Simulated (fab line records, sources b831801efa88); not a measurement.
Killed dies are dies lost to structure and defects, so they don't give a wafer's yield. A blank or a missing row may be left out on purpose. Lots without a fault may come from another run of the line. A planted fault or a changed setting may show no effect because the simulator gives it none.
Which tool did it? | flow gf180mcu | 13 lots, 39 wafers sampled, at 2 steps of a route of 602

WHAT THE GAUGES READ, wafer by wafer
GF_M2_OVL_MEAS_15.
lot  | measured     | on         | M2_OVL (nm)
L550 | day 19 08:44 | overlay-01 | -2 -8 -4
L552 | day 20 00:06 | overlay-02 | -2 -5 1
L555 | day 21 06:18 | overlay-02 | 0 5 -6
L556 | day 21 13:49 | overlay-01 | -7 -7 -7
L557 | day 21 21:40 | overlay-02 | -13 -8 -17
L564 | day 24 08:46 | overlay-02 | -3 1 -1
L565 | day 24 21:46 | overlay-02 | -1 2 6
L566 | day 25 03:11 | overlay-02 | 2 -1 1
L567 | day 25 13:10 | overlay-01 | -2 -1 5
L569 | day 25 22:23 | overlay-01 | -9 -6 -4
L570 | day 26 02:28 | overlay-02 | -4 -7 -9
L571 | day 26 12:02 | overlay-01 | 6 1 2
L572 | day 26 17:44 | overlay-02 | -6 -5 -7

WHICH TOOL RAN EACH LOT (tool, then ch and the chambers of the sampled wafers, then the start)
lot  | GF_M2_SPUTTER_04
L550 | pvd_sputter-02, day 18 08:25
L552 | pvd_sputter-02, day 18 23:13
L555 | pvd_sputter-02, day 20 06:10
L556 | pvd_sputter-02, day 20 14:00
L557 | pvd_sputter-01, day 20 21:19
L564 | pvd_sputter-02, day 23 10:35
L565 | pvd_sputter-04, day 23 23:52
L566 | pvd_sputter-02, day 24 05:14
L567 | pvd_sputter-04, day 24 15:31
L569 | pvd_sputter-04, day 25 01:21
L570 | pvd_sputter-04, day 25 05:09
L571 | pvd_sputter-04, day 25 14:49
L572 | pvd_sputter-02, day 25 21:01
- GF_M2_SPUTTER_04: material TiN, target thk 50 nm, time 41.7 s.

WHAT THE TOOLS THEMSELVES READ (means of the sampled wafers that have a number; where no wafer has one, the mark that the record gives instead)
GF_M2_SPUTTER_04.
lot  | tool           | throttle_valve_pct (%)
L550 | pvd_sputter-02 | 29.0
L552 | pvd_sputter-02 | 29.6
L555 | pvd_sputter-02 | 28.3
L556 | pvd_sputter-02 | 29.5
L557 | pvd_sputter-01 | 29.9
L564 | pvd_sputter-02 | 27.6
L565 | pvd_sputter-04 | 29.3
L566 | pvd_sputter-02 | 27.5
L567 | pvd_sputter-04 | 28.6
L569 | pvd_sputter-04 | 29.0
L570 | pvd_sputter-04 | 29.8
L571 | pvd_sputter-04 | 29.9
L572 | pvd_sputter-02 | 27.7

THE ANSWER, worked out from the rows above alone
Rule: what is usual is taken from the lots themselves. Put in order of their means at a reading, lots are off if they are a third of the lots or fewer, leave a main group of 4 or more, and stand apart from it by a gap of 3 or more times the standard deviation of the main group's means; of several such gaps the widest counts. A main group whose means are all the same, to the digits that the tables above print for the reading, isn't used. A lot without any number at a reading at which 4 lots or more have one is off too. The other lots that the step has rows for count as sound. The gauges are gone through in route order, then the tools' own readings, and for those a lot's mean is taken as printed above. The first step at which some lot is off is used, and at that step the reading that is off furthest; a lot without a number counts as furthest.
No lot is off at any reading shown: from this, nothing can be told.

WHAT THE SIMULATOR HAD PUT IN
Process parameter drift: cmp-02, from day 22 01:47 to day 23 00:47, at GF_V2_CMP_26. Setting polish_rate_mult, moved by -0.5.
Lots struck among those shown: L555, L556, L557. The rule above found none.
